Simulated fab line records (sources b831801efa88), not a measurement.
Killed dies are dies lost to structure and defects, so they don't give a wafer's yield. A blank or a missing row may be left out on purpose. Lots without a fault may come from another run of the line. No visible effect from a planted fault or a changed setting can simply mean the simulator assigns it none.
Which tool is to blame? ; flow gf180mcu ; 11 lots with 33 wafers sampled at 5 steps, on a route of 602 steps

== WHAT EACH GAUGE READ, for each wafer ==
GF_CONTACT_CD_MEAS_14 targets a cd of 220 nm.
lot;measured;on;cdNm (nm)
L694;day 16 18:38;cdSem-01;219.4 220.6 219.4
L695;day 17 05:28;cdSem-02;219.3 219.3 219.0
L697;day 18 00:25;cdSem-01;219.8 219.5 220.4
L698;day 18 04:05;cdSem-01;221.3 222.9 221.4
L701;day 19 10:23;cdSem-02;220.1 219.4 219.1
L705;day 21 00:53;cdSem-01;220.9 220.8 221.2
L707;day 21 17:50;cdSem-02;216.5 217.2 219.3
L713;day 23 12:56;cdSem-01;218.1 218.9 217.3
L714;day 23 20:42;cdSem-02;218.8 218.6 218.4
L715;day 24 02:52;cdSem-01;218.3 216.9 218.2
L716;day 24 05:53;cdSem-01;219.4 219.8 221.0

GF_CONTACT_RS_MEAS_25: measurement is done with a four-point probe.
lot;measured;on;CONTACT_W_RS (ohm/sq)
L694;day 16 19:28;filmMetro-04;0.379 0.376 0.378
L695;day 17 06:17;filmMetro-01;0.382 0.380 0.384
L697;day 18 01:20;filmMetro-04;0.381 0.385 0.383
L698;day 18 04:55;filmMetro-02;0.378 0.382 0.381
L701;day 19 11:12;filmMetro-01;0.381 0.388 0.382
L705;day 21 01:43;filmMetro-04;0.274 0.275 0.274
L707;day 21 18:45;filmMetro-02;0.278 0.278 0.276
L713;day 23 13:50;filmMetro-02;0.385 0.390 0.392
L714;day 23 21:31;filmMetro-02;0.385 0.386 0.382
L715;day 24 03:42;filmMetro-04;0.386 0.380 0.385
L716;day 24 06:42;filmMetro-02;0.382 0.386 0.382

GF_CONTACT_THK_MEAS_26: measures by xrf.
lot;measured;on;CONTACT_W_THK (nm)
L694;day 16 19:35;filmMetro-04;305 310 307
L695;day 17 06:23;filmMetro-01;312 313 311
L697;day 18 01:27;filmMetro-04;304 302 305
L698;day 18 05:02;filmMetro-02;311 308 311
L701;day 19 11:19;filmMetro-01;314 307 312
L705;day 21 01:50;filmMetro-04;416 414 419
L707;day 21 18:52;filmMetro-02;422 423 425
L713;day 23 13:57;filmMetro-02;305 300 297
L714;day 23 21:36;filmMetro-02;303 302 306
L715;day 24 03:49;filmMetro-04;298 306 301
L716;day 24 06:49;filmMetro-02;308 305 309

== TOOL THAT RAN EACH LOT (tool first, then ch and the chambers of the sampled wafers, then the start) ==
lot;GF_CONTACT_ETCH_17;GF_CONTACT_CVD_24
L694;rieDiel-03 ch 0,2,3, day 16 19:22 or earlier;cvdW-01 ch 0,1, day 16 19:22
L695;rieDiel-04 ch 0,1, day 17 06:10 or earlier;cvdW-01 ch 0,1, day 17 06:10
L697;rieDiel-02 ch 0,2, day 18 01:13 or earlier;cvdW-02 ch 0,1, day 18 01:13
L698;rieDiel-02 ch 0,1,3, day 18 04:49 or earlier;cvdW-01 ch 0,1, day 18 04:49
L701;rieDiel-04 ch 0,1,2, day 19 11:06 or earlier;cvdW-02 ch 0,1, day 19 11:06
L705;rieDiel-04 ch 0,1, day 21 01:37 or earlier;cvdW-01 ch 1, day 21 01:37
L707;rieDiel-04 ch 0,1,3, day 21 18:39 or earlier;cvdW-01 ch 0,1, day 21 18:39
L713;rieDiel-03 ch 1,3, day 23 13:44 or earlier;cvdW-02 ch 1, day 23 13:44
L714;rieDiel-03 ch 1,2,3, day 23 21:23 or earlier;cvdW-02 ch 0,1, day 23 21:23
L715;rieDiel-03 ch 2,3, day 24 03:36 or earlier;cvdW-02 ch 0,1, day 24 03:36
L716;rieDiel-04 ch 0,1,3, day 24 06:36 or earlier;cvdW-02 ch 0,1, day 24 06:36
- GF_CONTACT_ETCH_17: etches SiO2 in C4F8/O2/Ar, stops on CoSi2, target depth 860 nm.
- GF_CONTACT_CVD_24: deposits W, target thk 300 nm, time 90.339 s.

== AS READ BY THE TOOLS THEMSELVES (means over the sampled wafers that have a number; for cases with no such wafer, the mark the record gives instead) ==
GF_CONTACT_ETCH_17.
lot;tool;oesProductAu (a.u.);rfFwdPowerW (W)
L694;rieDiel-03;0.809;1496
L695;rieDiel-04;0.816;1495
L697;rieDiel-02;0.814;1494
L698;rieDiel-02;0.815;1493
L701;rieDiel-04;0.817;1495
L705;rieDiel-04;0.809;1496
L707;rieDiel-04;0.819;1499
L713;rieDiel-03;0.814;1493
L714;rieDiel-03;0.821;1495
L715;rieDiel-03;0.815;1496
L716;rieDiel-04;0.814;1497

GF_CONTACT_CVD_24.
lot;tool;chamberPressureTorr (Torr);heaterPowerW (W);susceptorTempC (C)
L694;cvdW-01;39.95;848;400.04
L695;cvdW-01;40.07;845;399.82
L697;cvdW-02;39.95;891;400.05
L698;cvdW-01;39.96;953;399.81
L701;cvdW-02;39.99;850;400.21
L705;cvdW-01;39.96;1204;418.26
L707;cvdW-01;40.02;949;418.51
L713;cvdW-02;39.96;925;399.99
L714;cvdW-02;40.05;865;399.88
L715;cvdW-02;40.08;857;400.07
L716;cvdW-02;39.96;899;399.90

== THE ANSWER, worked out from the rows above alone ==
Rule: what is usual is taken from the lots themselves. The widest of any qualifying gaps counts: lots, ordered by their means at a reading, are off when they make up no more than a third of the lots, leave a main group of 4 or more, and stand apart from it by 3 or more times the standard deviation of that group's means. A main group is skipped when, at the precision printed for the reading in the tables above, its means are all equal. Also off: a lot with no number at a reading for which 4 or more lots have one. Any other lot the step has rows for is counted as sound. First the gauges in route order, then the tools' own readings, where a lot's mean is used as printed above. At the first step where some lot is off, the reading lying furthest off is the one used; lots without a number count as furthest.
Off: L705, L707, seen at GF_CONTACT_RS_MEAS_25 (CONTACT_W_RS). Main group: mean 0.383 ohm/sq, sd 0.0029.
A tool fits if, at a process step before that reading, it ran every lot that is off, and no sound lot after the first of them. Not tried: the gauges at GF_CONTACT_RS_MEAS_25; whatever is off there is also off at GF_CONTACT_CVD_24, on other tools, and gauge error can't account for it. Because GF_CONTACT_ETCH_17 lacks a start for some lots, the hours and order of its lots are taken from GF_CONTACT_CVD_24. One fits: cvdW-01 at GF_CONTACT_CVD_24. A fault onset in the window from L698 (day 18 04:49, its last sound lot) to L705 (day 21 01:37, its first lot off) fits.
The tool's own readings at GF_CONTACT_CVD_24 bear it out: on the lots that are off they differ by more than 5 times the standard deviation of the sound lots' means. heaterPowerW reads 1076 W there against 881 W on the sound lots; susceptorTempC reads 418.38 C there against 399.97 C on the sound lots.

== WHAT HAD BEEN PUT IN BY THE SIMULATOR ==
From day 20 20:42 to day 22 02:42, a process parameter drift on cvdW-01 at GF_CONTACT_CVD_24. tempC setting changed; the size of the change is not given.
Shown lots that were struck: L705, L707. Same finding as the rule above.
